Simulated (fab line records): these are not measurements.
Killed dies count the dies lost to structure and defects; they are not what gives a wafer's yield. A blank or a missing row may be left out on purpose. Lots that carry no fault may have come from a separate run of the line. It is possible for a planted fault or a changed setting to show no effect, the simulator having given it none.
2 desks, one fault + flow gf180mcu + what lay behind the numbers comes last; until then each desk has only its own

== AT THE METROLOGY DESK ==
What the gauges read, lot by lot, whatever tool the lot ran on: means of the sampled wafers that have a number. If a lot's mean is further than 4 standard deviations from the usual mean, the lot is out of limits and carries the mark OUT (the distance appears in the brackets).
Columns: A = STI_CVD_23_THK at GF_STI_THK_MEAS_24, usual 648 nm; B = MVSD_TW at GF_MVSD_TW_MEAS_11, usual 1573; C = MVPSD_TW at GF_MVPSD_TW_MEAS_11, usual 552.8; D = MVSD_RS at GF_VT_IMPLANT_RS_MEAS_46, usual 455.9 ohm/sq
| lot  | first seen here | A   | B              | C     | D               |
|------|-----------------|-----|----------------|-------|-----------------|
| L397 | day 2 10:19     | 659 | 1560           | 552.8 | 457.0           |
| L399 | day 2 18:50     | 649 | 1578           | 555.1 | 456.4           |
| L400 | day 3 01:06     | 647 | 1574           | 551.6 | 456.0           |
| L401 | day 3 05:43     | 638 | 1583           | 554.7 | 455.9           |
| L402 | day 3 10:53     | 648 | 1575           | 552.1 | 453.8           |
| L403 | day 3 16:28     | 655 | 1578           | 552.8 | 457.1           |
| L404 | day 3 21:20     | 644 | 1574           | 553.8 | 455.9           |
| L411 | day 5 08:16     | 644 | 1703 (+13) OUT | 551.4 | 394.2 (-56) OUT |
| L414 | day 6 00:16     | 645 | 1728 (+16) OUT | 552.3 | 394.0 (-56) OUT |
| L417 | day 6 17:20     | 657 | 1568           | 556.0 | 457.8           |
| L418 | day 6 20:58     | 650 | 1584           | 553.8 | 455.5           |
| L419 | day 7 01:50     | 651 | 1582           | 556.0 | 455.2           |
This desk's finding: out of limits on L411, L414; first on L411, day 8 02:18 (MVSD_TW at GF_MVSD_TW_MEAS_11). Within limits: L397, L399, L400, L401, L402, L403, L404, L417, L418, L419.

== THE TOOL OWNER'S DESK: implanter-04 ==
The tool's own readings at GF_MVSD_IMPLANT_08, given as means over the sampled wafers that have a number, one for each lot that went through this tool. If a lot's mean is further than 4 standard deviations from the usual mean, the lot is out of limits and carries the mark OUT (the distance appears in the brackets).
Columns: A = dose-ions-cm2 at GF_MVSD_IMPLANT_08, usual 1.5999e+13; B = faraday-current-uA at GF_MVSD_IMPLANT_08, usual 90.2
| lot  | first seen here | A                            | B               |
|------|-----------------|------------------------------|-----------------|
| L411 | day 8 01:55     | 2.1458e+13 (+99 or more) OUT | 120.8 (+17) OUT |
| L414 | day 8 17:10     | 2.1458e+13 (+99 or more) OUT | 119.6 (+16) OUT |
This desk's verdict: out of limits on L411, L414, starting with L411 at day 8 01:55 (dose-ions-cm2 at GF_MVSD_IMPLANT_08). In limits: none.

== BROUGHT TOGETHER ==
The tool owner's desk could have raised an alarm at day 8 01:55, on L411, L414.
At day 8 02:18 the metrology desk could have sounded an alarm, on L411, L414.
The lots listed all ran GF_MVSD_IMPLANT_08 on implanter-04.

== WHAT THE SIMULATOR PUT IN ==
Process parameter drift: implanter-04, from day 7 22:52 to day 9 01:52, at GF_MVSD_IMPLANT_08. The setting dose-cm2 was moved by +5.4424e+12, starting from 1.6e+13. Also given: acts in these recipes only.
Shown lots that were struck: L411, L414.
Counting hours from when the fault started, the first reading out of limits came at 3 for the tool owner's desk and at 3 for the metrology desk.
